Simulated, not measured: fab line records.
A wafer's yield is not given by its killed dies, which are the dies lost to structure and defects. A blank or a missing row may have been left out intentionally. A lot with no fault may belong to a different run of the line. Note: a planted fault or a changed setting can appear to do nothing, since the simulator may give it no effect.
fab line records + flow gf180mcu
record
- lots=14
- wafers=42
- lastDay=34
route steps=602 shown HV_LDD@229 SALICIDE@281 CONTACT@301
lots that met no fault: taken from a fault-free run of the same line
startH: hours from the record's opening day to when the first of the lot's shown wafers began + waitH: hours elapsed since this lot's preceding step + " repeats the value in the row above + L1.1+2: several wafers, shown together as one row + - either no value or no given start + * or withheld: withheld + < > ~ a bound
route shown NAME@n: names a module that has steps shown in the file, with the first one's number in the route + usual: mean/standard deviation taken from wafers without a fault + same: alike in all rows + chamber/n: place in a boat + sites: each site's reading + _std_site: their standard deviation + _edge_site: the outer-site mean with the inner-site mean subtracted + radiusMm: how far each site lies from the wafer's centre + mask NAME#n: copy n + behind: the tool/chamber that last shaped the wafer + hold: why the lot was held/for how many hours/how that ended + device: the transistor (n, p or np) that didn't switch + end of line: the route-end tests of the same wafers + a step given without rows: its recipe and nothing more + killed: dies lost to structure and defects at the first sort, not the wafer's yield + map: the dies of a wafer, with x for killed, . for not killed, _ for no die there
set.NAME: the setting that was run; set.NAME@STEP: the one run at that earlier step + model.NAME: the simulator's own value behind a step, which no gauge read
the route's steps for a sample of lots (tables are steps, rows are wafers)
services: a tool's chamber out of use, with start hour (startH, from the record's first day; less than 0 if before it), hours out, and reason
## steps
# step GF_HV_LDD_RS_MEAS_53
# recipe
- thkMeasGauge=four-point-probe
# usual
- HV_LDD_RS=417.9/1
| lot.wafer | tool         | chamber | startH | waitH | HV_LDD_RS[ohm/sq] |
|-----------|--------------|---------|--------|-------|-------------------|
| L808.2    | filmMetro-01 | -       | 270.29 | 0.1   | 417.3             |
| L808.3    | "            | -       | "      | "     | 416.6             |
| L808.5    | "            | -       | "      | "     | 417.0             |
| L810.1    | filmMetro-01 | -       | 290.69 | 0.1   | 417.0             |
| L810.3    | "            | -       | "      | "     | 416.4             |
| L810.4    | "            | -       | "      | "     | 417.3             |
| L812.1    | filmMetro-01 | -       | 306.60 | 0.1   | 416.0             |
| L812.3    | "            | -       | "      | "     | 417.3             |
| L812.5    | "            | -       | "      | "     | 417.0             |
| L814.1    | filmMetro-02 | -       | 319.18 | 0.1   | 419.3             |
| L814.2    | "            | -       | "      | "     | 417.9             |
| L814.3    | "            | -       | "      | "     | 418.6             |
| L816.1    | filmMetro-03 | -       | 341.55 | 0.1   | 417.5             |
| L816.4    | "            | -       | "      | "     | 417.4             |
| L816.6    | "            | -       | "      | "     | 419.1             |
| L820.1    | filmMetro-01 | -       | 373.45 | 0.1   | 417.4             |
| L820.4    | "            | -       | "      | "     | 417.0             |
| L820.6    | "            | -       | "      | "     | 416.2             |
| L822.1    | filmMetro-01 | -       | 390.59 | 0.1   | 417.8             |
| L822.2    | "            | -       | "      | "     | 418.5             |
| L822.3    | "            | -       | "      | "     | 418.5             |
| L825.2    | filmMetro-03 | -       | 411.67 | 0.1   | 417.7             |
| L825.3    | "            | -       | "      | "     | 417.3             |
| L825.5    | "            | -       | "      | "     | 416.8             |
| L826.2    | filmMetro-01 | -       | 418.02 | 0.1   | 419.0             |
| L826.5    | "            | -       | "      | "     | 418.5             |
| L826.6    | "            | -       | "      | "     | 417.5             |
| L827.2    | filmMetro-01 | -       | 425.51 | 0.1   | 418.9             |
| L827.3    | "            | -       | "      | "     | 417.5             |
| L827.4    | "            | -       | "      | "     | 418.7             |
| L828.2    | filmMetro-02 | -       | 437.66 | 0.1   | 417.7             |
| L828.3    | "            | -       | "      | "     | 418.8             |
| L828.6    | "            | -       | "      | "     | 417.7             |
| L829.1    | filmMetro-02 | -       | 443.70 | 0.1   | 417.1             |
| L829.2    | "            | -       | "      | "     | 419.1             |
| L829.5    | "            | -       | "      | "     | 418.4             |
| L830.2    | filmMetro-03 | -       | 450.76 | 0.1   | 418.8             |
| L830.3    | "            | -       | "      | "     | 418.2             |
| L830.4    | "            | -       | "      | "     | 418.6             |
| L831.1    | filmMetro-01 | -       | 460.64 | 0.1   | 415.3             |
| L831.3    | "            | -       | "      | "     | 416.3             |
| L831.4    | "            | -       | "      | "     | 416.1             |
# step GF_SALICIDE_SPUTTER_03
# recipe
- material=TiN
- targetThkNm=20
- powerW=6500
- timeS=16.7
- chamberPressurePa=0.4
# usual
- cathodeDcPowerW=6500.0/1.1
- throttleValvePct=29.7/1
| lot.wafer | tool          | chamber | startH | waitH | cathodeDcPowerW | throttleValvePct |
|-----------|---------------|---------|--------|-------|-----------------|------------------|
| L808.2    | pvdSputter-04 | -       | 335.95 | 0.0   | 6498.3          | 29.1             |
| L808.3    | "             | -       | "      | "     | 6499.5          | 29.9             |
| L808.5    | "             | -       | "      | "     | 6499.7          | 29.3             |
| L810.1    | pvdSputter-03 | -       | 359.30 | 0.0   | 6499.6          | 29.3             |
| L810.3    | "             | -       | "      | "     | 6499.6          | 27.6             |
| L810.4    | "             | -       | "      | "     | 6500.9          | 31.6             |
| L812.1    | pvdSputter-01 | -       | 375.55 | 0.0   | 6498.8          | 29.2             |
| L812.3    | "             | -       | "      | "     | 6501.4          | 31.4             |
| L812.5    | "             | -       | "      | "     | 6499.0          | 30.0             |
| L814.1    | pvdSputter-04 | -       | 389.94 | 0.0   | 6500.6          | 29.6             |
| L814.2    | "             | -       | "      | "     | 6501.4          | 29.6             |
| L814.3    | "             | -       | "      | "     | 6499.6          | 29.7             |
| L816.1    | pvdSputter-01 | -       | 416.34 | 0.0   | 6501.7          | 29.7             |
| L816.4    | "             | -       | "      | "     | 6500.3          | 29.1             |
| L816.6    | "             | -       | "      | "     | 6500.0          | 31.4             |
| L820.1    | pvdSputter-04 | -       | 448.99 | 0.0   | 6971.7          | 29.3             |
| L820.4    | "             | -       | "      | "     | 6974.5          | 29.7             |
| L820.6    | "             | -       | "      | "     | 6972.9          | 29.7             |
| L822.1    | pvdSputter-04 | -       | 467.81 | 0.0   | 6972.6          | 29.5             |
| L822.2    | "             | -       | "      | "     | 6973.6          | 29.5             |
| L822.3    | "             | -       | "      | "     | 6970.6          | 29.2             |
| L825.2    | pvdSputter-03 | -       | 488.48 | 0.0   | 6502.5          | 27.6             |
| L825.3    | "             | -       | "      | "     | 6498.4          | 31.6             |
| L825.5    | "             | -       | "      | "     | 6500.3          | 29.4             |
| L826.2    | pvdSputter-01 | -       | 494.90 | 0.0   | 6500.5          | 31.4             |
| L826.5    | "             | -       | "      | "     | 6498.8          | 31.3             |
| L826.6    | "             | -       | "      | "     | 6500.4          | 28.9             |
| L827.2    | pvdSputter-01 | -       | 501.98 | 0.0   | 6499.3          | 31.6             |
| L827.3    | "             | -       | "      | "     | 6501.5          | 29.9             |
| L827.4    | "             | -       | "      | "     | 6499.3          | 29.4             |
| L828.2    | pvdSputter-03 | -       | 513.97 | 0.0   | 6497.9          | 29.5             |
| L828.3    | "             | -       | "      | "     | 6500.1          | 31.7             |
| L828.6    | "             | -       | "      | "     | 6498.9          | 31.8             |
| L829.1    | pvdSputter-03 | -       | 519.58 | 0.0   | 6500.5          | 29.4             |
| L829.2    | "             | -       | "      | "     | 6499.0          | 29.9             |
| L829.5    | "             | -       | "      | "     | 6498.9          | 29.8             |
| L830.2    | pvdSputter-03 | -       | 525.80 | 0.0   | 6500.2          | 30.0             |
| L830.3    | "             | -       | "      | "     | 6500.5          | 31.8             |
| L830.4    | "             | -       | "      | "     | 6500.8          | 27.6             |
| L831.1    | pvdSputter-03 | -       | 535.95 | 0.0   | 6498.9          | 31.7             |
| L831.3    | "             | -       | "      | "     | 6499.2          | 29.7             |
| L831.4    | "             | -       | "      | "     | 6498.3          | 27.7             |
# step GF_SALICIDE_THK_MEAS_05
# recipe
- thkMeasGauge=xrf
- reads=TiN_of_SALICIDE_SPUTTER_03
# usual
- SALICIDE_TIN_THK=19.77/0.24
| lot.wafer | tool         | chamber | startH | waitH | SALICIDE_TIN_THK[nm] |
|-----------|--------------|---------|--------|-------|----------------------|
| L808.2    | filmMetro-04 | -       | 336.11 | 0.1   | 19.46                |
| L808.3    | "            | -       | "      | "     | 19.62                |
| L808.5    | "            | -       | "      | "     | 19.42                |
| L810.1    | filmMetro-04 | -       | 359.44 | 0.1   | 19.63                |
| L810.3    | "            | -       | "      | "     | 19.99                |
| L810.4    | "            | -       | "      | "     | 20.03                |
| L812.1    | filmMetro-03 | -       | 375.70 | 0.1   | 19.90                |
| L812.3    | "            | -       | "      | "     | 19.97                |
| L812.5    | "            | -       | "      | "     | 19.94                |
| L814.1    | filmMetro-04 | -       | 390.09 | 0.1   | 19.77                |
| L814.2    | "            | -       | "      | "     | 19.83                |
| L814.3    | "            | -       | "      | "     | 19.71                |
| L816.1    | filmMetro-02 | -       | 416.48 | 0.1   | 19.94                |
| L816.4    | "            | -       | "      | "     | 19.67                |
| L816.6    | "            | -       | "      | "     | 19.72                |
| L820.1    | filmMetro-03 | -       | 449.13 | 0.1   | 21.35                |
| L820.4    | "            | -       | "      | "     | 21.37                |
| L820.6    | "            | -       | "      | "     | 21.16                |
| L822.1    | filmMetro-02 | -       | 467.95 | 0.1   | 21.32                |
| L822.2    | "            | -       | "      | "     | 21.30                |
| L822.3    | "            | -       | "      | "     | 21.44                |
| L825.2    | filmMetro-03 | -       | 488.64 | 0.1   | 19.72                |
| L825.3    | "            | -       | "      | "     | 20.02                |
| L825.5    | "            | -       | "      | "     | 19.64                |
| L826.2    | filmMetro-03 | -       | 495.06 | 0.1   | 19.97                |
| L826.5    | "            | -       | "      | "     | 19.98                |
| L826.6    | "            | -       | "      | "     | 20.06                |
| L827.2    | filmMetro-02 | -       | 502.14 | 0.1   | 19.67                |
| L827.3    | "            | -       | "      | "     | 20.02                |
| L827.4    | "            | -       | "      | "     | 20.03                |
| L828.2    | filmMetro-04 | -       | 514.12 | 0.1   | 19.62                |
| L828.3    | "            | -       | "      | "     | 20.03                |
| L828.6    | "            | -       | "      | "     | 19.86                |
| L829.1    | filmMetro-02 | -       | 519.73 | 0.1   | 19.26                |
| L829.2    | "            | -       | "      | "     | 19.48                |
| L829.5    | "            | -       | "      | "     | 19.43                |
| L830.2    | filmMetro-02 | -       | 525.96 | 0.1   | 19.98                |
| L830.3    | "            | -       | "      | "     | 19.98                |
| L830.4    | "            | -       | "      | "     | 19.67                |
| L831.1    | filmMetro-03 | -       | 536.10 | 0.1   | 20.01                |
| L831.3    | "            | -       | "      | "     | 20.06                |
| L831.4    | "            | -       | "      | "     | 19.83                |
# step GF_CONTACT_CD_MEAS_14
# recipe
- targetCdNm=220
# usual
- cdNm=220.4/1.5
| lot.wafer | tool     | chamber | startH | waitH | cdNm  |
|-----------|----------|---------|--------|-------|-------|
| L808.2    | cdSem-02 | -       | 359.23 | 0.1   | 218.0 |
| L808.3    | "        | -       | "      | "     | 218.7 |
| L808.5    | "        | -       | "      | "     | 218.3 |
| L810.1    | cdSem-01 | -       | 382.97 | 0.1   | 220.8 |
| L810.3    | "        | -       | "      | "     | 220.9 |
| L810.4    | "        | -       | "      | "     | 221.0 |
| L812.1    | cdSem-01 | -       | 399.76 | 0.1   | 219.1 |
| L812.3    | "        | -       | "      | "     | 219.8 |
| L812.5    | "        | -       | "      | "     | 219.1 |
| L814.1    | cdSem-01 | -       | 414.51 | 0.1   | 220.5 |
| L814.2    | "        | -       | "      | "     | 220.4 |
| L814.3    | "        | -       | "      | "     | 218.9 |
| L816.1    | cdSem-01 | -       | 441.56 | 0.1   | 220.5 |
| L816.4    | "        | -       | "      | "     | 218.6 |
| L816.6    | "        | -       | "      | "     | 220.1 |
| L820.1    | cdSem-01 | -       | 474.01 | 0.1   | 222.0 |
| L820.4    | "        | -       | "      | "     | 221.2 |
| L820.6    | "        | -       | "      | "     | 221.9 |
| L822.1    | cdSem-01 | -       | 493.26 | 0.1   | 221.1 |
| L822.2    | "        | -       | "      | "     | 221.1 |
| L822.3    | "        | -       | "      | "     | 221.8 |
| L825.2    | cdSem-01 | -       | 513.28 | 0.1   | 222.1 |
| L825.3    | "        | -       | "      | "     | 220.8 |
| L825.5    | "        | -       | "      | "     | 221.2 |
| L826.2    | cdSem-01 | -       | 519.33 | 0.1   | 221.2 |
| L826.5    | "        | -       | "      | "     | 220.6 |
| L826.6    | "        | -       | "      | "     | 222.0 |
| L827.2    | cdSem-01 | -       | 526.28 | 0.1   | 219.4 |
| L827.3    | "        | -       | "      | "     | 219.0 |
| L827.4    | "        | -       | "      | "     | 218.2 |
| L828.2    | cdSem-01 | -       | 538.13 | 0.1   | 218.1 |
| L828.3    | "        | -       | "      | "     | 218.8 |
| L828.6    | "        | -       | "      | "     | 217.8 |
| L829.1    | cdSem-01 | -       | 543.43 | 0.2   | 218.8 |
| L829.2    | "        | -       | "      | "     | 219.1 |
| L829.5    | "        | -       | "      | "     | 219.4 |
| L830.2    | cdSem-01 | -       | 550.12 | 0.2   | 222.1 |
| L830.3    | "        | -       | "      | "     | 221.3 |
| L830.4    | "        | -       | "      | "     | 221.7 |
| L831.1    | cdSem-02 | -       | 559.91 | 0.1   | 219.9 |
| L831.3    | "        | -       | "      | "     | 217.6 |
| L831.4    | "        | -       | "      | "     | 218.6 |
# step GF_CONTACT_CVD_24
# recipe
- material=W
- targetThkNm=300
- timeS=90.339
- tempC=400
- pressureTorr=40
# usual
- heaterPowerW=838/150
| lot.wafer | tool    | chamber | startH | waitH | heaterPowerW |
|-----------|---------|---------|--------|-------|--------------|
| L808.2    | cvdW-01 | 1       | 359.93 | 0.0   | 788          |
| L808.3    | "       | 1       | "      | "     | 774          |
| L808.5    | "       | 1       | "      | "     | 772          |
| L810.1    | cvdW-01 | 0       | 383.69 | 0.0   | 801          |
| L810.3    | "       | 1       | "      | "     | 776          |
| L810.4    | "       | 0       | "      | "     | 814          |
| L812.1    | cvdW-02 | 0       | 400.48 | 0.0   | 1092         |
| L812.3    | "       | 0       | "      | "     | 1088         |
| L812.5    | "       | 1       | "      | "     | 770          |
| L814.1    | cvdW-01 | 1       | 415.23 | 0.0   | 703          |
| L814.2    | "       | 0       | "      | "     | 805          |
| L814.3    | "       | 0       | "      | "     | 782          |
| L816.1    | cvdW-01 | 1       | 442.28 | 0.0   | 698          |
| L816.4    | "       | 1       | "      | "     | 694          |
| L816.6    | "       | 1       | "      | "     | 681          |
| L820.1    | cvdW-01 | 0       | 474.75 | 0.0   | 803          |
| L820.4    | "       | 0       | "      | "     | 799          |
| L820.6    | "       | 0       | "      | "     | 791          |
| L822.1    | cvdW-01 | 1       | 493.98 | 0.0   | 698          |
| L822.2    | "       | 0       | "      | "     | 804          |
| L822.3    | "       | 1       | "      | "     | 704          |
| L825.2    | cvdW-01 | 1       | 513.99 | 0.0   | 707          |
| L825.3    | "       | 1       | "      | "     | 703          |
| L825.5    | "       | 1       | "      | "     | 709          |
| L826.2    | cvdW-02 | 0       | 520.04 | 0.0   | 1078         |
| L826.5    | "       | 0       | "      | "     | 1055         |
| L826.6    | "       | 1       | "      | "     | 763          |
| L827.2    | cvdW-02 | 0       | 526.98 | 0.0   | 1098         |
| L827.3    | "       | 1       | "      | "     | 745          |
| L827.4    | "       | 0       | "      | "     | 1122         |
| L828.2    | cvdW-01 | 1       | 538.92 | 0.0   | 702          |
| L828.3    | "       | 0       | "      | "     | 805          |
| L828.6    | "       | 1       | "      | "     | 681          |
| L829.1    | cvdW-02 | 0       | 544.25 | 0.0   | 1102         |
| L829.2    | "       | 1       | "      | "     | 741          |
| L829.5    | "       | 1       | "      | "     | 772          |
| L830.2    | cvdW-02 | 1       | 550.83 | 0.0   | 726          |
| L830.3    | "       | 0       | "      | "     | 1091         |
| L830.4    | "       | 1       | "      | "     | 739          |
| L831.1    | cvdW-02 | 0       | 560.62 | 0.0   | 1097         |
| L831.3    | "       | 1       | "      | "     | 746          |
| L831.4    | "       | 0       | "      | "     | 1145         |
## services
| tool          | chamber | startH | hours | kind                  |
|---------------|---------|--------|-------|-----------------------|
| pvdSputter-01 | -       | 331.23 | 5.0   | repair                |
| cvdW-02       | 1       | 351.29 | 2.0   | repair                |
| cvdW-01       | -       | 355.42 | 1.2   | repair                |
| cvdW-01       | -       | 390.00 | 14.0  | pm                    |
| cvdW-01       | 0       | 390.00 | 14.0  | ventCycle             |
| cvdW-01       | 1       | 390.00 | 14.0  | ventCycle             |
| pvdSputter-01 | 1       | 391.95 | -     | consumableReplace:kit |
| pvdSputter-01 | 1       | 391.95 | 18.0  | scheduledDown         |
| pvdSputter-01 | 1       | 391.95 | 18.0  | ventCycle             |
| cvdW-01       | 0       | 404.00 | -     | clean                 |
| cvdW-01       | 1       | 404.00 | -     | clean                 |
| cvdW-02       | -       | 405.12 | 2.2   | repair                |
| cvdW-02       | -       | 430.05 | 1.7   | repair                |
| pvdSputter-04 | -       | 431.04 | 2.3   | repair                |
| pvdSputter-03 | -       | 441.83 | 1.1   | repair                |
| cvdW-02       | 1       | 444.34 | 2.7   | repair                |
| pvdSputter-03 | -       | 449.55 | 2.8   | repair                |
| pvdSputter-04 | 0       | 458.48 | -     | consumableReplace:kit |
| pvdSputter-04 | 0       | 458.48 | 18.0  | scheduledDown         |
| pvdSputter-03 | 0       | 458.80 | -     | consumableReplace:kit |
| pvdSputter-03 | 0       | 458.80 | 18.0  | scheduledDown         |
| pvdSputter-03 | 0       | 458.80 | 18.0  | ventCycle             |
| cvdW-01       | -       | 461.86 | 0.7   | repair                |
| cvdW-01       | 1       | 473.90 | 2.5   | repair                |
## key
firstSign
- step=GF_SALICIDE_SPUTTER_03
- reading=cathodeDcPowerW
- direction=up
- sigmas=99+
- usual=6500.0
- struck=6972.6
effect
- step=GF_SALICIDE_THK_MEAS_05
- reading=SALICIDE_TIN_THK
- direction=up
- sigmas=6.6
- usual=19.77
- struck=21.32
metAt GF_SALICIDE_SPUTTER_03
struckLots L820,L822
testerLeftOut L820,L822
notActingAt GF_HV_LDD_RS_MEAS_53,GF_CONTACT_CD_MEAS_14,GF_CONTACT_CVD_24
onsetBetween 389.94 448.99
fault
- kind=processParameterDrift
- tool=pvdSputter-04
- chamber=-
- onsetH=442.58
- steps=GF_SALICIDE_SPUTTER_03
- channel=powerW
- offset=472.48
- shape=step
- endH=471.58
- actsIn=theseRecipesOnly
- stated=6500
# testerLeftOut: of these lots the tester's yield and bins aren't shown, on N5 and GAA mostly nor the transistor test; their killed dies are dies lost to structure and defects alone, not to doping, threshold or leakage, so they don't give the yield
